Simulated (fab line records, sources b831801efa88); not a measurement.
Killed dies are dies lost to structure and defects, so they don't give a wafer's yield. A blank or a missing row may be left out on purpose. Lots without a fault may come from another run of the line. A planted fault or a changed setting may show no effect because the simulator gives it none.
Which tool did it? | flow sky130 | 24 lots, 72 wafers sampled, at 6 steps of a route of 708

WHAT THE GAUGES READ, wafer by wafer
SKY_LDD_P_OVL_MEAS_08.
lot  | measured     | on         | LDD_P_OVL (nm)
L074 | day 18 15:20 | overlay-01 | -1.3 -1.8 -2.8
L075 | day 19 04:28 | overlay-02 | 2.6 4.1 3.3
L076 | day 21 05:25 | overlay-02 | -2.4 -3.5 -2.9
L077 | day 21 05:26 | overlay-01 | 1.6 1.8 0.5
L078 | day 21 06:25 | overlay-02 | 1.2 1.1 1.5
L080 | day 21 15:34 | overlay-02 | -2.2 -2.6 -2.3
L079 | day 21 15:41 | overlay-01 | 1.4 1.4 -0.5
L082 | day 21 19:34 | overlay-02 | -0.8 -1.2 -0.7
L081 | day 21 20:51 | overlay-01 | -1.4 -1.7 -2.8
L084 | day 22 09:17 | overlay-02 | -1.5 -1.5 -0.7
L083 | day 22 16:43 | overlay-01 | 0.6 0.1 0.9
L085 | day 22 22:18 | overlay-02 | -2.0 -2.1 -4.0
L086 | day 23 05:22 | overlay-02 | -1.1 -0.5 -0.4
L087 | day 23 15:10 | overlay-02 | 1.9 0.6 2.0
L088 | day 23 18:25 | overlay-01 | 0.7 1.7 -0.3
L089 | day 24 05:43 | overlay-02 | 2.7 1.3 2.0
L090 | day 24 18:07 | overlay-01 | 0.8 2.8 1.7
L091 | day 24 23:54 | overlay-02 | -1.1 -0.9 -1.7
L092 | day 25 11:07 | overlay-02 | -2.1 -3.5 -1.3
L093 | day 25 21:14 | overlay-01 | -2.8 -4.2 -2.7
L094 | day 26 01:52 | overlay-02 | 1.5 -1.1 -0.4
L095 | day 26 06:07 | overlay-02 | -1.2 -0.9 0.3
L096 | day 26 20:08 | overlay-01 | -1.1 -0.3 -2.3
L097 | day 27 00:29 | overlay-01 | -0.5 0.4 0.4

SKY_SD_P_CD_MEAS_07: target cd 380 nm.
lot  | measured     | on        | cd_nm (nm)
L074 | day 25 03:29 | cd_sem-01 | 377.8 377.2 374.8
L075 | day 25 14:00 | cd_sem-02 | 379.9 379.0 378.9
L076 | day 27 10:37 | cd_sem-01 | 382.7 381.7 380.0
L077 | day 27 15:25 | cd_sem-01 | 381.4 382.9 378.0
L078 | day 27 15:04 | cd_sem-01 | 382.5 380.7 381.8
L080 | day 27 21:58 | cd_sem-02 | 381.4 381.6 381.6
L079 | day 27 23:35 | cd_sem-01 | 380.1 379.9 379.9
L082 | day 28 06:55 | cd_sem-02 | 379.0 376.0 378.7
L081 | day 28 07:58 | cd_sem-01 | 379.3 380.0 377.7
L084 | day 28 17:25 | cd_sem-02 | 382.1 379.7 380.6
L083 | day 28 22:46 | cd_sem-01 | 381.2 377.8 380.4
L085 | day 29 02:47 | cd_sem-01 | 378.6 379.7 378.5
L086 | day 29 08:16 | cd_sem-02 | 377.6 377.5 376.8
L087 | day 29 16:13 | cd_sem-01 | 378.2 377.7 379.0
L088 | day 29 20:40 | cd_sem-02 | 386.7 384.1 385.8
L089 | day 30 07:13 | cd_sem-01 | 379.4 379.3 379.1
L090 | day 30 18:28 | cd_sem-02 | 381.0 381.9 385.2
L091 | day 30 22:38 | cd_sem-02 | 376.4 379.2 377.4
L092 | day 31 12:28 | cd_sem-01 | 379.8 382.4 379.9
L093 | day 31 20:41 | cd_sem-02 | 381.6 384.0 381.3
L094 | day 31 23:03 | cd_sem-01 | 382.7 381.5 382.0
L095 | day 32 04:37 | cd_sem-02 | 382.2 382.1 382.3
L096 | day 32 18:41 | cd_sem-02 | 378.3 379.6 379.0
L097 | day 32 20:12 | cd_sem-02 | 378.6 381.9 378.9

SKY_METAL2_RS_MEAS_05: measures by four-point-probe.
lot  | measured     | on            | METAL2_ALCU_RS (ohm/sq)
L074 | day 33 16:07 | film_metro-01 | 0.1264 0.1264 0.1270
L075 | day 34 02:24 | film_metro-01 | 0.1260 0.1244 0.1264
L076 | day 35 20:09 | film_metro-03 | 0.1275 0.1274 0.1270
L077 | day 35 22:00 | film_metro-01 | 0.1262 0.1259 0.1260
L078 | day 35 20:30 | film_metro-02 | 0.1265 0.1266 0.1253
L080 | day 36 05:40 | film_metro-03 | 0.1278 0.1279 0.1270
L079 | day 36 07:14 | film_metro-03 | 0.1271 0.1279 0.1277
L082 | day 36 13:57 | film_metro-01 | 0.1266 0.1261 0.1271
L081 | day 36 16:22 | film_metro-03 | 0.1298 0.1290 0.1265
L084 | day 36 23:08 | film_metro-01 | 0.1298 0.1291 0.1294
L083 | day 37 04:00 | film_metro-02 | 0.1280 0.1261 0.1275
L085 | day 37 07:52 | film_metro-03 | 0.1277 0.1286 0.1275
L086 | day 37 11:59 | film_metro-01 | 0.1273 0.1276 0.1270
L087 | day 38 00:22 | film_metro-01 | 0.1283 0.1275 0.1284
L088 | day 38 01:00 | film_metro-01 | 0.1258 0.1275 0.1274
L089 | day 38 12:45 | film_metro-02 | 0.1297 0.1297 0.1300
L090 | day 38 21:26 | film_metro-01 | 0.1266 0.1271 0.1266
L091 | day 39 01:36 | film_metro-03 | 0.1297 0.1275 0.1271
L092 | day 39 13:35 | film_metro-02 | 0.1272 0.1269 0.1277
L093 | day 39 20:56 | film_metro-02 | 0.1272 0.1262 0.1257
L094 | day 40 00:48 | film_metro-02 | 0.1275 0.1271 0.1272
L095 | day 40 04:08 | film_metro-02 | 0.1290 0.1276 0.1281
L096 | day 40 17:52 | film_metro-02 | 0.1259 0.1267 0.1277
L097 | day 40 19:11 | film_metro-03 | 0.1256 0.1264 0.1265

WHICH TOOL RAN EACH LOT (tool, then ch and the chambers of the sampled wafers, then the start)
lot  | SKY_LI_CONTACT_CMP_24         | SKY_METAL2_SPUTTER_00        | SKY_METAL2_SPUTTER_02
L074 | cmp-01 ch 0,2,3, day 28 21:35 | pvd_sputter-03, day 33 15:56 | pvd_sputter-03, day 33 15:59
L075 | cmp-02 ch 0,1,2, day 29 06:25 | pvd_sputter-03, day 34 02:16 | pvd_sputter-03, day 34 02:19
L076 | cmp-02 ch 0,3, day 30 23:44   | pvd_sputter-01, day 35 20:01 | pvd_sputter-01, day 35 20:04
L077 | cmp-01 ch 0,1,2, day 31 04:46 | pvd_sputter-01, day 35 21:52 | pvd_sputter-01, day 35 21:55
L078 | cmp-02 ch 0,2,3, day 31 04:16 | pvd_sputter-03, day 35 20:22 | pvd_sputter-03, day 35 20:25
L080 | cmp-01 ch 0,1, day 31 12:41   | pvd_sputter-02, day 36 05:31 | pvd_sputter-02, day 36 05:34
L079 | cmp-01 ch 0,2, day 31 13:56   | pvd_sputter-03, day 36 07:04 | pvd_sputter-03, day 36 07:07
L082 | cmp-02 ch 0,1, day 31 22:04   | pvd_sputter-01, day 36 13:47 | pvd_sputter-01, day 36 13:50
L081 | cmp-01 ch 0,2,3, day 31 22:28 | pvd_sputter-03, day 36 16:11 | pvd_sputter-03, day 36 16:14
L084 | cmp-02 ch 0,2,3, day 32 06:13 | pvd_sputter-03, day 36 22:59 | pvd_sputter-03, day 36 23:02
L083 | cmp-01 ch 0,1,2, day 32 11:49 | pvd_sputter-03, day 37 03:52 | pvd_sputter-03, day 37 03:55
L085 | cmp-01 ch 2,3, day 32 15:41   | pvd_sputter-01, day 37 07:41 | pvd_sputter-01, day 37 07:43
L086 | cmp-01 ch 1,2,3, day 32 20:11 | pvd_sputter-03, day 37 11:50 | pvd_sputter-03, day 37 11:53
L087 | cmp-01 ch 1,2, day 33 08:10   | pvd_sputter-03, day 38 00:13 | pvd_sputter-03, day 38 00:16
L088 | cmp-02 ch 0,2,3, day 33 08:46 | pvd_sputter-01, day 38 00:52 | pvd_sputter-01, day 38 00:55
L089 | cmp-01 ch 0,1, day 33 19:49   | pvd_sputter-03, day 38 12:35 | pvd_sputter-03, day 38 12:38
L090 | cmp-02 ch 1,3, day 34 06:10   | pvd_sputter-01, day 38 21:16 | pvd_sputter-01, day 38 21:19
L091 | cmp-01 ch 0,2, day 34 10:16   | pvd_sputter-03, day 39 01:25 | pvd_sputter-03, day 39 01:28
L092 | cmp-02 ch 0,1,2, day 35 00:10 | pvd_sputter-03, day 39 13:25 | pvd_sputter-03, day 39 13:28
L093 | cmp-02 ch 1,3, day 35 08:13   | pvd_sputter-02, day 39 20:48 | pvd_sputter-02, day 39 20:51
L094 | cmp-01 ch 0,2, day 35 10:26   | pvd_sputter-03, day 40 00:40 | pvd_sputter-03, day 40 00:43
L095 | cmp-02 ch 0,1,3, day 35 15:35 | pvd_sputter-03, day 40 04:00 | pvd_sputter-03, day 40 04:03
L096 | cmp-02 ch 0,1, day 36 05:32   | pvd_sputter-01, day 40 17:41 | pvd_sputter-01, day 40 17:44
L097 | cmp-01 ch 1,2,3, day 36 06:13 | pvd_sputter-02, day 40 19:03 | pvd_sputter-02, day 40 19:06
- SKY_LI_CONTACT_CMP_24: polishes, stops on PSG, t overpolish 20 s, target thk 0 nm.
- SKY_METAL2_SPUTTER_00: material Ti, target thk 15 nm, time 10 s.
- SKY_METAL2_SPUTTER_02: material AlCu, target thk 250 nm, time 13.3 s.

WHAT THE TOOLS THEMSELVES READ (means of the sampled wafers that have a number; where no wafer has one, the mark that the record gives instead)
SKY_LI_CONTACT_CMP_24.
lot  | tool   | motor_current_A (A) | overpolish_run_s (s) | retaining_ring_pressure_frac | time_to_endpoint_s (s)
L074 | cmp-01 | 10.9                | 20.005               | 0.999                        | 97
L075 | cmp-02 | 11.4                | 19.994               | 1.000                        | 106
L076 | cmp-02 | 9.5                 | 20.002               | 1.004                        | 95
L077 | cmp-01 | 10.7                | 20.001               | 1.000                        | 93
L078 | cmp-02 | 10.5                | 20.000               | 1.002                        | 97
L080 | cmp-01 | 9.7                 | 19.994               | 1.003                        | 90
L079 | cmp-01 | 10.2                | 20.008               | 1.000                        | 92
L082 | cmp-02 | 10.2                | 19.999               | 0.998                        | 99
L081 | cmp-01 | 10.2                | 19.998               | 1.003                        | 98
L084 | cmp-02 | 10.4                | 20.003               | 0.998                        | 96
L083 | cmp-01 | 10.8                | 20.006               | 0.999                        | 92
L085 | cmp-01 | 12.0                | 19.997               | 1.004                        | 98
L086 | cmp-01 | 10.8                | 20.001               | 1.006                        | 100
L087 | cmp-01 | 11.7                | 19.995               | 1.002                        | 94
L088 | cmp-02 | 10.8                | 20.003               | 0.996                        | 96
L089 | cmp-01 | 9.5                 | 19.995               | 1.002                        | 94
L090 | cmp-02 | 11.1                | 19.997               | 0.998                        | 102
L091 | cmp-01 | 11.8                | 19.991               | 0.998                        | 94
L092 | cmp-02 | 11.3                | 19.995               | 1.006                        | 100
L093 | cmp-02 | 11.0                | 20.003               | 0.998                        | 100
L094 | cmp-01 | 10.2                | 19.994               | 1.004                        | 93
L095 | cmp-02 | 10.3                | 19.995               | 1.006                        | 100
L096 | cmp-02 | 10.3                | 19.997               | 1.001                        | 98
L097 | cmp-01 | 11.0                | 19.993               | 1.000                        | 97

SKY_METAL2_SPUTTER_00.
lot  | tool           | chamber_pressure_pa (Pa) | throttle_valve_pct (%)
L074 | pvd_sputter-03 | 0.4002                   | 30.2
L075 | pvd_sputter-03 | 0.4000                   | 30.3
L076 | pvd_sputter-01 | 0.3997                   | 30.9
L077 | pvd_sputter-01 | 0.3997                   | 31.3
L078 | pvd_sputter-03 | 0.4003                   | 30.1
L080 | pvd_sputter-02 | 0.3999                   | 26.8
L079 | pvd_sputter-03 | 0.3996                   | 30.6
L082 | pvd_sputter-01 | 0.3996                   | 31.0
L081 | pvd_sputter-03 | 0.3998                   | 29.9
L084 | pvd_sputter-03 | 0.4004                   | 30.2
L083 | pvd_sputter-03 | 0.4008                   | 30.1
L085 | pvd_sputter-01 | 0.4001                   | 31.1
L086 | pvd_sputter-03 | 0.4008                   | 30.2
L087 | pvd_sputter-03 | 0.4000                   | 30.0
L088 | pvd_sputter-01 | 0.3998                   | 30.3
L089 | pvd_sputter-03 | 0.4004                   | 29.7
L090 | pvd_sputter-01 | 0.4002                   | 30.5
L091 | pvd_sputter-03 | 0.4000                   | 30.1
L092 | pvd_sputter-03 | 0.3999                   | 29.9
L093 | pvd_sputter-02 | 0.3998                   | 28.3
L094 | pvd_sputter-03 | 0.4002                   | 30.5
L095 | pvd_sputter-03 | 0.3997                   | 29.8
L096 | pvd_sputter-01 | 0.3995                   | 31.2
L097 | pvd_sputter-02 | 0.3998                   | 28.8

SKY_METAL2_SPUTTER_02.
lot  | tool           | chamber_pressure_pa (Pa) | throttle_valve_pct (%)
L074 | pvd_sputter-03 | 0.4001                   | 30.1
L075 | pvd_sputter-03 | 0.3994                   | 30.2
L076 | pvd_sputter-01 | 0.3995                   | 30.8
L077 | pvd_sputter-01 | 0.3990                   | 31.2
L078 | pvd_sputter-03 | 0.3996                   | 30.1
L080 | pvd_sputter-02 | 0.3995                   | 27.0
L079 | pvd_sputter-03 | 0.3997                   | 30.6
L082 | pvd_sputter-01 | 0.4007                   | 31.1
L081 | pvd_sputter-03 | 0.4003                   | 29.9
L084 | pvd_sputter-03 | 0.3997                   | 30.2
L083 | pvd_sputter-03 | 0.3996                   | 30.1
L085 | pvd_sputter-01 | 0.3990                   | 31.1
L086 | pvd_sputter-03 | 0.3999                   | 30.1
L087 | pvd_sputter-03 | 0.3999                   | 30.0
L088 | pvd_sputter-01 | 0.4003                   | 30.2
L089 | pvd_sputter-03 | 0.4002                   | 29.8
L090 | pvd_sputter-01 | 0.3997                   | 30.5
L091 | pvd_sputter-03 | 0.4002                   | 30.2
L092 | pvd_sputter-03 | 0.4001                   | 30.1
L093 | pvd_sputter-02 | 0.3998                   | 28.3
L094 | pvd_sputter-03 | 0.4002                   | 30.6
L095 | pvd_sputter-03 | 0.3999                   | 29.8
L096 | pvd_sputter-01 | 0.3996                   | 31.3
L097 | pvd_sputter-02 | 0.4009                   | 28.8

THE ANSWER, worked out from the rows above alone
Rule: what is usual is taken from the lots themselves. Put in order of their means at a reading, lots are off if they are a third of the lots or fewer, leave a main group of 4 or more, and stand apart from it by a gap of 3 or more times the standard deviation of the main group's means; of several such gaps the widest counts. A main group whose means are all the same, to the digits that the tables above print for the reading, isn't used. A lot without any number at a reading at which 4 lots or more have one is off too. The other lots that the step has rows for count as sound. The gauges are gone through in route order, then the tools' own readings, and for those a lot's mean is taken as printed above. The first step at which some lot is off is used, and at that step the reading that is off furthest; a lot without a number counts as furthest.
No lot is off at any reading shown: from this, nothing can be told.

WHAT THE SIMULATOR HAD PUT IN
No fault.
